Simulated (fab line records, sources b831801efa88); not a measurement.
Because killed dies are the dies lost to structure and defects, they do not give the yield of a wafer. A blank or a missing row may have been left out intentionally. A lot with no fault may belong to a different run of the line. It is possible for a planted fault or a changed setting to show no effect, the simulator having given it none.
Matching of chambers / flow sky130 / rie si-01 running SKY_POLY_GATE_ETCH_17: 4 sister chambers
The step etches poly-Si in HBr/Cl2, stops on SiO2, target depth 180 nm, time 70.5 s. 16 wafers are shown with their chamber, then 8 later ones without.

## EACH WAFER AND ITS CHAMBER
wafer=L991.3; chamber=3; throttle valve pct (%)=33.685; chamber pressure mTorr (mTorr)=10.003; oes product au (a.u.)=0.993
wafer=L991.4; chamber=0; throttle valve pct (%)=33.687; chamber pressure mTorr (mTorr)=9.995; oes product au (a.u.)=0.986
wafer=L991.5; chamber=3; throttle valve pct (%)=33.683; chamber pressure mTorr (mTorr)=10.015; oes product au (a.u.)=0.984
wafer=L994.3; chamber=3; throttle valve pct (%)=33.687; chamber pressure mTorr (mTorr)=9.994; oes product au (a.u.)=0.975
wafer=L994.5; chamber=2; throttle valve pct (%)=33.689; chamber pressure mTorr (mTorr)=9.999; oes product au (a.u.)=0.966
wafer=L997.2; chamber=2; throttle valve pct (%)=33.684; chamber pressure mTorr (mTorr)=9.997; oes product au (a.u.)=0.957
wafer=L997.3; chamber=1; throttle valve pct (%)=33.678; chamber pressure mTorr (mTorr)=9.989; oes product au (a.u.)=0.995
wafer=L996.1; chamber=1; throttle valve pct (%)=33.662; chamber pressure mTorr (mTorr)=9.999; oes product au (a.u.)=0.986
wafer=L996.4; chamber=2; throttle valve pct (%)=33.691; chamber pressure mTorr (mTorr)=9.984; oes product au (a.u.)=0.989
wafer=L996.6; chamber=0; throttle valve pct (%)=33.695; chamber pressure mTorr (mTorr)=10.002; oes product au (a.u.)=0.953
wafer=L106.2; chamber=3; throttle valve pct (%)=33.680; chamber pressure mTorr (mTorr)=10.012; oes product au (a.u.)=0.984
wafer=L106.3; chamber=3; throttle valve pct (%)=33.686; chamber pressure mTorr (mTorr)=10.020; oes product au (a.u.)=0.984
wafer=L106.4; chamber=1; throttle valve pct (%)=33.686; chamber pressure mTorr (mTorr)=9.991; oes product au (a.u.)=0.982
wafer=L108.2; chamber=1; throttle valve pct (%)=33.682; chamber pressure mTorr (mTorr)=10.002; oes product au (a.u.)=0.986
wafer=L108.5; chamber=3; throttle valve pct (%)=33.682; chamber pressure mTorr (mTorr)=9.999; oes product au (a.u.)=0.989
wafer=L108.6; chamber=0; throttle valve pct (%)=33.679; chamber pressure mTorr (mTorr)=9.985; oes product au (a.u.)=1.004

SIGNATURES (averages over the wafers above)
reading=throttle valve pct; chamber 0=33.68700; chamber 1=33.67700; chamber 2=33.68800; chamber 3=33.68383; scatter within a chamber=0.00659
reading=chamber pressure mTorr; chamber 0=9.99400; chamber 1=9.99525; chamber 2=9.99333; chamber 3=10.00717; scatter within a chamber=0.00867
reading=oes product au; chamber 0=0.98100; chamber 1=0.98725; chamber 2=0.97067; chamber 3=0.98483; scatter within a chamber=0.0134
Rule: for each reading, subtract the chamber's mean from the wafer's reading, divide by that reading's scatter and square the result; add these up over the readings and take the root, which gives the wafer's distance from the chamber. If the next closest chamber is less than 2 further off than the closest, the wafer can't be placed; otherwise it belongs to the closest. How the scatter is found: for the shown wafers, subtract from each reading the mean of its chamber, square and add these, divide the total by (wafers less chambers), then take the root.

## WAFERS WHOSE CHAMBER IS MISSING
wafer=L107.3; throttle valve pct (%)=33.693; chamber pressure mTorr (mTorr)=9.998; oes product au (a.u.)=0.994
wafer=L107.5; throttle valve pct (%)=33.678; chamber pressure mTorr (mTorr)=9.996; oes product au (a.u.)=0.991
wafer=L111.2; throttle valve pct (%)=33.687; chamber pressure mTorr (mTorr)=10.009; oes product au (a.u.)=0.982
wafer=L111.4; throttle valve pct (%)=33.682; chamber pressure mTorr (mTorr)=10.004; oes product au (a.u.)=0.987
wafer=L111.5; throttle valve pct (%)=33.695; chamber pressure mTorr (mTorr)=10.009; oes product au (a.u.)=0.976
wafer=L112.3; throttle valve pct (%)=33.691; chamber pressure mTorr (mTorr)=10.007; oes product au (a.u.)=0.997
wafer=L112.5; throttle valve pct (%)=33.683; chamber pressure mTorr (mTorr)=9.997; oes product au (a.u.)=0.991
wafer=L112.6; throttle valve pct (%)=33.684; chamber pressure mTorr (mTorr)=10.009; oes product au (a.u.)=0.988

## THE CHAMBER EACH PASSED THROUGH
wafer=L107.3; from the rows above=can't be placed: 0 or 3 or 2 or 1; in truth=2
wafer=L107.5; from the rows above=can't be placed: 1 or 0 or 3 or 2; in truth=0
wafer=L111.2; from the rows above=can't be placed: 3 or 0 or 2 or 1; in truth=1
wafer=L111.4; from the rows above=can't be placed: 3 or 1 or 0 or 2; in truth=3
wafer=L111.5; from the rows above=can't be placed: 3 or 2 or 0 or 1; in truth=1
wafer=L112.3; from the rows above=can't be placed: 3 or 0 or 2 or 1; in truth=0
wafer=L112.5; from the rows above=can't be placed: 1 or 0 or 3 or 2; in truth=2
wafer=L112.6; from the rows above=can't be placed: 3 or 0 or 1 or 2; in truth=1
0 of 8 placed correctly. Not placeable from these rows: 8 (in 8, the candidates include the true chamber). Number placed wrongly: 0.
